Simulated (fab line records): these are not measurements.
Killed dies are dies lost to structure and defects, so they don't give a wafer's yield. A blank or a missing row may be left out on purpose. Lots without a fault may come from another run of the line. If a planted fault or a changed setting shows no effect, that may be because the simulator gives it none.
The same fault as seen by 2 desks + flow sky130 + every desk sees just its own numbers, and what lay behind them comes last

== THE METROLOGY DESK ==
Lot by lot, what the gauges showed, no matter which tool ran the lot: averages of those sampled wafers that carry a number. The brackets show how far a lot's mean lies from the usual mean; more than 4 standard deviations puts the lot out of limits, marked OUT.
Columns: A = SONOS_TUNNEL_OVL at SKY_SONOS_TUNNEL_OVL_MEAS_08, usual -1.3 nm; B = VIA1_OVL at SKY_VIA1_OVL_MEAS_13, usual 1 nm
| lot  | first seen here | A    | B  |
|------|-----------------|------|----|
| L577 | day 11 15:12    | -0.4 | 4  |
| L579 | day 12 07:28    | -2.3 | -3 |
| L580 | day 12 14:34    | -2.0 | 4  |
| L581 | day 13 01:22    | -1.5 | 12 |
| L582 | day 13 02:17    | 0.5  | -1 |
| L583 | day 13 11:53    | -2.0 | 3  |
| L584 | day 13 21:32    | -0.8 | -1 |
| L588 | day 15 01:08    | -0.4 | 3  |
| L590 | day 15 16:06    | -4.4 | -2 |
| L592 | day 16 18:08    | -0.5 | -9 |
| L595 | day 17 11:03    | -0.7 | 7  |
| L597 | day 18 06:23    | -1.5 | 3  |
| L598 | day 18 15:46    | -2.6 | 11 |
| L599 | day 18 22:54    | -0.9 | -6 |
This desk found nothing out of limits on any of the 14 lots.

== FOR THE TOOL OWNER'S DESK: lithoTrack-04 ==
The tool's own readings at SKY_LOCAL_INTERCONNECT_DEVELOP_10 (develop time 60 s): means of the sampled wafers that have a number, for each lot that ran on this tool. The brackets show how far a lot's mean lies from the usual mean; more than 4 standard deviations puts the lot out of limits, marked OUT.
Columns: A = developerTempC at SKY_LOCAL_INTERCONNECT_DEVELOP_10, usual 21.03 C; B = exhaustPa at SKY_LOCAL_INTERCONNECT_DEVELOP_10, usual 44.9 Pa
| lot  | first seen here | A               | B    |
|------|-----------------|-----------------|------|
| L577 | day 30 19:00    | 21.10           | 46.0 |
| L579 | day 31 14:00    | 21.10           | 45.0 |
| L581 | day 32 08:00    | 21.04           | 44.4 |
| L583 | day 32 14:00    | 21.09           | 45.4 |
| L588 | day 34 02:00    | 23.11 (+21) OUT | 45.7 |
| L590 | day 34 15:00    | 23.22 (+22) OUT | 45.9 |
| L598 | day 37 07:00    | 20.95           | 45.4 |
| L599 | day 37 16:00    | 21.01           | 44.6 |
This desk finds L588, L590 out of limits, L588 being first, at day 34 02:00 (developerTempC at SKY_LOCAL_INTERCONNECT_DEVELOP_10). L577, L579, L581, L583, L598, L599: within limits.

== PUT TOGETHER ==
An alarm could have come from the tool owner's desk at day 34 02:00, on L588, L590.
At the metrology desk, nothing out of limits was observed.
The metrology desk has L588, L590 on record, within its limits.
Every lot named ran SKY_LOCAL_INTERCONNECT_DEVELOP_10 on lithoTrack-04.

== WHAT THE SIMULATOR HAD PUT IN ==
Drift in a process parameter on lithoTrack-04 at SKY_LOCAL_INTERCONNECT_DEVELOP_10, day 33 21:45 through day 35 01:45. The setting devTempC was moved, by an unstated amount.
Shown lots that were struck: L588, L590.
Each desk's first reading out of limits, in hours after the fault started: the tool owner's desk, 4.
